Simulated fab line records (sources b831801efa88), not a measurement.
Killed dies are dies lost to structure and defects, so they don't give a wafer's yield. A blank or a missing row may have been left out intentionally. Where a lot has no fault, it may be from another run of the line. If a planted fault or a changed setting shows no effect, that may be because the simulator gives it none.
fab line records ; flow sky130
record lots=12; wafers=36; lastDay=52
route steps=708 shown GATE_OXIDE@197 POLY_GATE@230 PAD_OPEN@708
lots that met no fault: taken from a fault-free run of the same line
startH: hours from the record's opening day to when the first of the lot's shown wafers began ; waitH: how many hours have passed since the lot's step before this one ; " unchanged from the row above ; L1.1+2: a single row standing in for several wafers ; - no value, or no start given ; * or withheld: withheld ; < > ~ a bound
route shown NAME@n: a module of which the file shows steps, and the number in the route of the first ; usual: mean and standard deviation over wafers with no fault ; same: alike in all rows ; chamber/n: place in a boat ; sites: the reading at each site ; _std_site: the standard deviation of these ; _edge_site: mean of outer sites minus mean of inner sites ; radiusMm: how far each site lies from the wafer's centre ; mask NAME#n: copy n ; behind: the tool/chamber that last shaped the wafer ; hold: what put the lot on hold/how long, in hours/how the hold closed ; device: transistor that didn't switch, given as n, p or np ; end of line: tests run on the same wafers once the route is complete ; a step with no rows: only its recipe ; killed: dies that structure and defects cost at the first sort, which is not the same as the wafer's yield ; map: the dies of a wafer, with x for killed, . for not killed, _ for no die there
set.NAME: setting as actually run; set.NAME@STEP: the setting as run at that earlier step ; model.NAME: the simulator's own value behind a step, which no gauge read
one table for each step of the route and one row for each wafer, over a sample of lots
services: the hour from which a tool's chamber was out of use, counted from the record's first day as startH (under 0 if before that day), plus the number of hours and why
## steps
# step SKY_GATE_OXIDE_OVL_MEAS_10
# usual GATE_OXIDE_OVL=1.3/1.2
lot.wafer;tool;chamber;startH;waitH;GATE_OXIDE_OVL[nm]
L358.1;overlay-02;-;312.34;0.1;2.6
L358.4;overlay-02;-;312.34;0.1;1.5
L358.5;overlay-02;-;312.34;0.1;2.0
L359.2;overlay-02;-;318.86;0.1;1.6
L359.3;overlay-02;-;318.86;0.1;1.0
L359.4;overlay-02;-;318.86;0.1;0.6
L360.4;overlay-01;-;332.72;0.1;1.1
L360.5;overlay-01;-;332.72;0.1;1.5
L360.6;overlay-01;-;332.72;0.1;0.9
L362.4;overlay-01;-;355.46;0.1;1.3
L362.5;overlay-01;-;355.46;0.1;0.3
L362.6;overlay-01;-;355.46;0.1;1.3
L364.1;overlay-01;-;368.84;0.1;2.3
L364.2;overlay-01;-;368.84;0.1;2.2
L364.5;overlay-01;-;368.84;0.1;1.9
L367.1;overlay-02;-;395.49;0.1;1.0
L367.5;overlay-02;-;395.49;0.1;0.9
L367.6;overlay-02;-;395.49;0.1;0.8
L368.1;overlay-01;-;409.80;0.1;1.7
L368.3;overlay-01;-;409.80;0.1;0.0
L368.5;overlay-01;-;409.80;0.1;0.4
L371.4;overlay-02;-;432.62;0.1;0.3
L371.5;overlay-02;-;432.62;0.1;0.6
L371.6;overlay-02;-;432.62;0.1;2.4
L377.1;overlay-01;-;487.74;0.1;-0.2
L377.2;overlay-01;-;487.74;0.1;-0.4
L377.5;overlay-01;-;487.74;0.1;2.9
L376.2;overlay-01;-;488.05;0.1;2.3
L376.4;overlay-01;-;488.05;0.1;2.2
L376.5;overlay-01;-;488.05;0.1;4.0
L380.2;overlay-02;-;512.20;0.1;0.6
L380.3;overlay-02;-;512.20;0.1;-0.5
L380.6;overlay-02;-;512.20;0.1;-0.9
L381.1;overlay-02;-;524.10;0.1;-0.5
L381.3;overlay-02;-;524.10;0.1;0.0
L381.6;overlay-02;-;524.10;0.1;0.8
# step SKY_GATE_OXIDE_STRIP_13
# recipe chemistry=O2/N2; powerW=1400; pressureMtorr=1500; platenTempC=withheld; o2FlowSccm=3000; n2FlowSccm=300; overashFraction=0.5
# usual drypumpMotorCurrentA=5.9/0.56; oesProductAu=0.715/0.005; stripTimeToEndpointS=14.19/0.041
lot.wafer;tool;chamber;startH;waitH;drypumpMotorCurrentA;oesProductAu;rfHoursCounterH;stripTimeToEndpointS
L358.1;plasmaAsher-01;1;312.63;0.0;6.0;0.718;48;14.23
L358.4;plasmaAsher-01;1;312.63;0.0;6.1;0.711;-;14.19
L358.5;plasmaAsher-01;1;312.63;0.0;6.0;0.714;-;14.20
L359.2;plasmaAsher-03;1;319.24;0.0;6.7;0.708;61;14.21
L359.3;plasmaAsher-03;0;319.24;0.0;5.0;0.720;-;14.20
L359.4;plasmaAsher-03;1;319.24;0.0;6.7;0.710;-;14.22
L360.4;plasmaAsher-04;0;333.02;0.0;6.0;0.719;-;14.11
L360.5;plasmaAsher-04;0;333.02;0.0;6.0;0.711;-;14.09
L360.6;plasmaAsher-04;1;333.02;0.0;5.7;0.713;-;14.11
L362.4;plasmaAsher-04;0;355.76;0.0;6.0;0.722;-;14.14
L362.5;plasmaAsher-04;1;355.76;0.0;5.7;0.717;-;14.17
L362.6;plasmaAsher-04;0;355.76;0.0;6.1;0.715;-;14.15
L364.1;plasmaAsher-01;1;369.14;0.0;6.0;0.713;53;14.22
L364.2;plasmaAsher-01;0;369.14;0.0;5.8;0.716;53;14.22
L364.5;plasmaAsher-01;0;369.14;0.0;5.8;0.717;-;14.18
L367.1;plasmaAsher-04;1;395.88;0.0;5.7;0.717;28;14.26
L367.5;plasmaAsher-04;0;395.88;0.0;6.0;0.715;-;14.23
L367.6;plasmaAsher-04;1;395.88;0.0;5.7;0.713;-;14.24
L368.1;plasmaAsher-04;0;410.09;0.0;6.0;0.707;30;14.22
L368.3;plasmaAsher-04;1;410.09;0.0;5.7;0.712;-;14.21
L368.5;plasmaAsher-04;0;410.09;0.0;6.0;0.728;-;14.25
L371.4;plasmaAsher-03;1;432.93;0.0;6.7;0.710;-;14.19
L371.5;plasmaAsher-03;1;432.93;0.0;6.7;0.715;-;14.16
L371.6;plasmaAsher-03;0;432.93;0.0;5.0;0.722;-;14.14
L377.1;plasmaAsher-03;0;488.03;0.0;5.0;0.709;5;14.20
L377.2;plasmaAsher-03;1;488.03;0.0;6.7;0.711;5;14.18
L377.5;plasmaAsher-03;0;488.03;0.0;5.0;0.716;-;14.21
L376.2;plasmaAsher-04;0;488.33;0.0;6.1;0.718;38;14.24
L376.4;plasmaAsher-04;1;488.33;0.0;5.7;0.714;-;14.19
L376.5;plasmaAsher-04;0;488.33;0.0;6.0;0.706;-;14.20
L380.2;plasmaAsher-04;0;512.49;0.0;6.0;0.721;41;14.24
L380.3;plasmaAsher-04;0;512.49;0.0;6.0;0.713;-;14.26
L380.6;plasmaAsher-04;1;512.49;0.0;5.7;0.720;-;14.20
L381.1;plasmaAsher-04;1;524.40;0.0;5.7;0.709;42;14.19
L381.3;plasmaAsher-04;0;524.40;0.0;6.0;0.716;-;14.14
L381.6;plasmaAsher-04;1;524.40;0.0;5.7;0.716;-;14.16
# step SKY_GATE_OXIDE_TW_MEAS_14
# usual GATE_OXIDE_TW=223.2/1.5
lot.wafer;tool;chamber;startH;waitH;GATE_OXIDE_TW
L358.1;filmMetro-04;-;312.73;0.1;224.3
L358.4;filmMetro-04;-;312.73;0.1;224.9
L358.5;filmMetro-04;-;312.73;0.1;224.0
L359.2;filmMetro-01;-;319.35;0.1;223.1
L359.3;filmMetro-01;-;319.35;0.1;223.8
L359.4;filmMetro-01;-;319.35;0.1;222.5
L360.4;filmMetro-03;-;333.12;0.1;220.8
L360.5;filmMetro-03;-;333.12;0.1;218.6
L360.6;filmMetro-03;-;333.12;0.1;222.2
L362.4;filmMetro-04;-;355.86;0.1;224.9
L362.5;filmMetro-04;-;355.86;0.1;225.2
L362.6;filmMetro-04;-;355.86;0.1;225.4
L364.1;filmMetro-04;-;369.24;0.1;223.4
L364.2;filmMetro-04;-;369.24;0.1;224.2
L364.5;filmMetro-04;-;369.24;0.1;224.0
L367.1;filmMetro-01;-;395.98;0.1;224.0
L367.5;filmMetro-01;-;395.98;0.1;223.4
L367.6;filmMetro-01;-;395.98;0.1;224.6
L368.1;filmMetro-03;-;410.19;0.1;221.2
L368.3;filmMetro-03;-;410.19;0.1;219.9
L368.5;filmMetro-03;-;410.19;0.1;221.3
L371.4;filmMetro-01;-;433.03;0.1;222.3
L371.5;filmMetro-01;-;433.03;0.1;222.9
L371.6;filmMetro-01;-;433.03;0.1;222.0
L377.1;filmMetro-03;-;488.13;0.1;221.7
L377.2;filmMetro-03;-;488.13;0.1;223.7
L377.5;filmMetro-03;-;488.13;0.1;222.2
L376.2;filmMetro-03;-;488.44;0.1;223.3
L376.4;filmMetro-03;-;488.44;0.1;221.6
L376.5;filmMetro-03;-;488.44;0.1;222.3
L380.2;filmMetro-03;-;512.60;0.1;221.5
L380.3;filmMetro-03;-;512.60;0.1;221.3
L380.6;filmMetro-03;-;512.60;0.1;221.7
L381.1;filmMetro-04;-;524.50;0.1;223.5
L381.3;filmMetro-04;-;524.50;0.1;223.6
L381.6;filmMetro-04;-;524.50;0.1;224.5
# step SKY_POLY_GATE_ETCH_16
# recipe stopOn=poly-Si; chemistry=CH3F/O2; target=Si3N4; sourceW=400; biasW=80; pressureMtorr=25; ch3fFlowSccm=40; O2_flow_sccm=30; timeS=147.5; targetDepthA=750
# usual drypumpMotorCurrentA=5.75/0.29; oesProductAu=0.641/0.0051; throttleValvePct=10.534/0.0093
lot.wafer;tool;chamber;startH;waitH;drypumpMotorCurrentA;oesProductAu;rfHoursCounterH;throttleValvePct
L358.1;rieDiel-03;0;376.08;0.0;5.69;0.639;72;10.538
L358.4;rieDiel-03;3;376.08;0.0;5.88;0.640;50;10.538
L358.5;rieDiel-03;1;376.08;0.0;5.98;0.638;-;10.521
L359.2;rieDiel-03;3;381.53;0.0;5.88;0.632;50;10.523
L359.3;rieDiel-03;0;381.53;0.0;5.73;0.639;72;10.523
L359.4;rieDiel-03;2;381.53;0.0;5.61;0.647;67;10.538
L360.4;rieDiel-02;2;396.84;0.0;6.21;0.642;59;10.536
L360.5;rieDiel-02;3;396.84;0.0;5.46;0.635;-;10.528
L360.6;rieDiel-02;0;396.84;0.0;5.53;0.639;-;10.528
L362.4;rieDiel-03;1;422.39;0.0;5.97;0.637;5;10.546
L362.5;rieDiel-03;0;422.39;0.0;5.69;0.642;-;10.524
L362.6;rieDiel-03;1;422.39;0.0;5.97;0.642;-;10.542
L364.1;rieDiel-03;1;438.63;0.0;5.97;0.640;5;10.527
L364.2;rieDiel-03;2;438.63;0.0;5.59;0.650;68;10.552
L364.5;rieDiel-03;1;438.63;0.0;5.97;0.641;-;10.548
L367.1;rieDiel-02;2;464.58;0.0;6.19;0.643;60;10.543
L367.5;rieDiel-02;2;464.58;0.0;6.17;0.650;-;10.529
L367.6;rieDiel-02;1;464.58;0.0;5.39;0.643;-;10.545
L368.1;rieDiel-02;3;479.88;0.0;5.48;0.635;7;10.529
L368.3;rieDiel-02;2;479.88;0.0;6.19;0.642;61;10.532
L368.5;rieDiel-02;3;479.88;0.0;5.46;0.647;-;10.537
L371.4;rieDiel-03;1;503.54;0.0;5.96;0.637;6;10.521
L371.5;rieDiel-03;1;503.54;0.0;5.95;0.637;-;10.536
L371.6;rieDiel-03;2;503.54;0.0;5.60;0.641;-;10.534
L377.1;rieDiel-01;2;558.99;0.0;5.55;0.648;2;10.539
L377.2;rieDiel-01;3;558.99;0.0;5.07;0.642;13;10.559
L377.5;rieDiel-01;3;558.99;0.0;5.08;0.635;-;10.536
L376.2;rieDiel-03;2;561.18;0.0;5.59;0.646;70;10.536
L376.4;rieDiel-03;3;561.18;0.0;5.90;0.648;53;10.543
L376.5;rieDiel-03;2;561.18;0.0;5.58;0.642;-;10.532
L380.2;rieDiel-02;0;583.58;0.0;5.52;0.642;19;10.518
L380.3;rieDiel-02;3;583.58;0.0;5.49;0.644;10;10.535
L380.6;rieDiel-02;2;583.58;0.0;6.22;0.639;-;10.543
L381.1;rieDiel-02;3;594.43;0.0;5.49;0.644;10;10.520
L381.3;rieDiel-02;0;594.43;0.0;5.53;0.645;19;10.535
L381.6;rieDiel-02;2;594.43;0.0;6.18;0.642;-;10.539
# step SKY_POLY_GATE_STRIP_18
# recipe chemistry=O2/N2; powerW=1400; pressureMtorr=1500; platenTempC=withheld; o2FlowSccm=3000; n2FlowSccm=300; overashFraction=0.5
# usual drypumpMotorCurrentA=5.8/0.51; oesProductAu=0.361/0.0051; stripTimeToEndpointS=3.18/0.036
lot.wafer;tool;chamber;startH;waitH;drypumpMotorCurrentA;oesProductAu;rfHoursCounterH;stripTimeToEndpointS
L358.1;plasmaAsher-04;1;376.24;0.0;5.7;0.366;26;3.23
L358.4;plasmaAsher-04;1;376.24;0.0;5.7;0.362;-;3.12
L358.5;plasmaAsher-04;1;376.24;0.0;5.7;0.364;-;3.16
L359.2;plasmaAsher-02;1;381.69;0.0;6.0;0.355;58;3.13
L359.3;plasmaAsher-02;0;381.69;0.0;5.6;0.366;-;3.19
L359.4;plasmaAsher-02;1;381.69;0.0;6.0;0.359;-;3.22
L360.4;plasmaAsher-04;0;397.03;0.1;6.0;0.362;-;3.16
L360.5;plasmaAsher-04;1;397.03;0.1;5.7;0.359;-;3.16
L360.6;plasmaAsher-04;0;397.03;0.1;6.0;0.354;-;3.13
L362.4;plasmaAsher-04;1;422.58;0.1;5.7;0.363;-;3.18
L362.5;plasmaAsher-04;0;422.58;0.1;6.0;0.363;-;3.18
L362.6;plasmaAsher-04;1;422.58;0.1;5.7;0.362;-;3.20
L364.1;plasmaAsher-03;1;438.79;0.0;6.7;0.367;1;3.19
L364.2;plasmaAsher-03;0;438.79;0.0;5.0;0.360;1;3.21
L364.5;plasmaAsher-03;0;438.79;0.0;5.0;0.359;-;3.17
L367.1;plasmaAsher-02;1;464.74;0.0;6.0;0.381;68;3.68
L367.5;plasmaAsher-02;1;464.74;0.0;6.0;0.358;-;3.17
L367.6;plasmaAsher-02;0;464.74;0.0;5.6;0.373;-;3.23
L368.1;plasmaAsher-04;1;480.04;0.0;5.7;0.375;37;3.66
L368.3;plasmaAsher-04;0;480.04;0.0;6.0;0.383;-;3.70
L368.5;plasmaAsher-04;1;480.04;0.0;5.7;0.353;-;3.18
L371.4;plasmaAsher-03;1;503.73;0.1;6.7;0.357;-;3.16
L371.5;plasmaAsher-03;0;503.73;0.1;4.9;0.366;-;3.19
L371.6;plasmaAsher-03;1;503.73;0.1;6.7;0.365;-;3.23
L377.1;plasmaAsher-03;1;559.14;0.0;6.7;0.360;13;3.17
L377.2;plasmaAsher-03;0;559.14;0.0;5.0;0.362;13;3.15
L377.5;plasmaAsher-03;1;559.14;0.0;6.6;0.361;-;3.14
L376.2;plasmaAsher-03;0;561.33;0.0;5.0;0.359;13;3.25
L376.4;plasmaAsher-03;1;561.33;0.0;6.7;0.353;-;3.16
L376.5;plasmaAsher-03;1;561.33;0.0;6.7;0.362;-;3.29
L380.2;plasmaAsher-04;0;583.73;0.0;6.1;0.361;48;3.15
L380.3;plasmaAsher-04;1;583.73;0.0;5.7;0.366;-;3.18
L380.6;plasmaAsher-04;0;583.73;0.0;6.1;0.358;-;3.19
L381.1;plasmaAsher-03;1;594.58;0.0;6.7;0.352;16;3.12
L381.3;plasmaAsher-03;0;594.58;0.0;4.9;0.359;-;3.15
L381.6;plasmaAsher-03;1;594.58;0.0;6.7;0.361;-;3.16
# step SKY_PAD_OPEN_PROBE_99
# usual killed_at_M0_to_M3=44/7.1; killed_at_M4_up=3.3/1.9; killedAtContacts=24/5.3; killedAtFrontEnd=15/4.5; killedAtOther=0.3/0.55; killedDies=86/9.5; killedOpen=46/7.3; killedShort=39/6.4
# same grossDies=492; killedAtBackSide=0
lot.wafer;tool;chamber;startH;waitH;killed_at_M0_to_M3;killed_at_M4_up;killedAtContacts;killedAtFrontEnd;killedAtOther;killedDies;killedOpen;killedShort
L380.2;prober-01;-;1238.07;0.1;49;2;23;16;1;91;56;34
L380.3;prober-01;-;1238.12;0.2;53;3;28;10;0;94;50;44
L380.6;prober-01;-;1238.27;0.2;38;1;29;24;0;92;57;35
# killed by level:class
L380.2 VIA1:geometricParticle:open=11 VIA2:geometricParticle:open=10 CONTACT:geometricParticle:open=8 LOCAL_INTERCONNECT:geometricParticle:short=6 VIA3:geometricParticle:open=6 LI_CONTACT:geometricParticle:open=5 METAL1:geometricParticle:short=4 VIA1:geometricParticle:short=4
L380.3 VIA1:geometricParticle:open=15 CONTACT:geometricParticle:open=11 LI_CONTACT:geometricParticle:open=6 CONTACT:geometricParticle:short=6 METAL1:geometricParticle:short=6 METAL3:geometricParticle:short=5 VIA1:geometricParticle:short=5 METAL2:geometricParticle:short=5
L380.6 CONTACT:geometricParticle:open=12 VIA2:geometricParticle:open=11 LI_CONTACT:geometricParticle:open=10 VIA1:geometricParticle:open=8 FIELD_ISO:geometricParticle:short=6 FIELD_ISO:geometricParticle:open=6 METAL2:geometricParticle:short=6 POLY_GATE:geometricParticle:short=4
## services
tool;chamber;startH;hours;kind
plasmaAsher-01;-;297.91;4.1;repair
rieDiel-03;-;298.13;1.2;repair
rieDiel-03;1;302.52;16.0;repair
rieDiel-02;1;327.30;1.4;repair
rieDiel-01;0;334.02;8.3;repair
rieDiel-03;3;358.33;6.2;repair
plasmaAsher-03;-;374.58;0.4;repair
plasmaAsher-01;-;390.63;14.6;pm
plasmaAsher-01;-;409.35;3.8;repair
plasmaAsher-03;-;421.30;9.0;pm
plasmaAsher-03;0;421.30;9.0;ventCycle
plasmaAsher-01;-;457.41;1.6;repair
rieDiel-02;0;484.83;12.8;repair
rieDiel-02;3;489.32;4.7;repair
rieDiel-01;1;490.17;16.7;repair
plasmaAsher-01;-;498.07;8.0;pm
rieDiel-03;-;504.18;4.3;pm
rieDiel-02;0;507.93;13.4;repair
rieDiel-03;2;509.12;3.1;repair
rieDiel-03;0;518.78;4.1;repair
rieDiel-01;0;525.45;5.3;repair
plasmaAsher-04;-;560.97;1.5;repair
rieDiel-03;3;564.55;1.2;repair
plasmaAsher-02;-;577.84;0.8;repair
## key
firstSign step=SKY_POLY_GATE_STRIP_18; reading=stripTimeToEndpointS; direction=up; sigmas=14; usual=*; struck=*
effect step=SKY_POLY_GATE_STRIP_18; reading=oesProductAu; direction=up; sigmas=3.7; usual=0.361; struck=0.380
metAt SKY_POLY_GATE_ETCH_16
struckLots L367,L368
struckWafers L367.1,L368.1,L368.3
testerLeftOut L367,L368
notActingAt SKY_GATE_OXIDE_OVL_MEAS_10,SKY_GATE_OXIDE_STRIP_13,SKY_GATE_OXIDE_TW_MEAS_14
onsetBetween 396.84 464.58
fault kind=processParameterDrift; tool=rieDiel-02; chamber=-; onsetH=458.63; steps=SKY_POLY_GATE_ETCH_16; channel=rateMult; offset=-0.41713; shape=step; endH=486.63; scope=struckWafersOnly
# testerLeftOut: of these lots the tester's yield and bins aren't shown, on N5 and GAA mostly nor the transistor test; their killed dies are dies lost to structure and defects alone, not to doping, threshold or leakage, so they don't give the yield
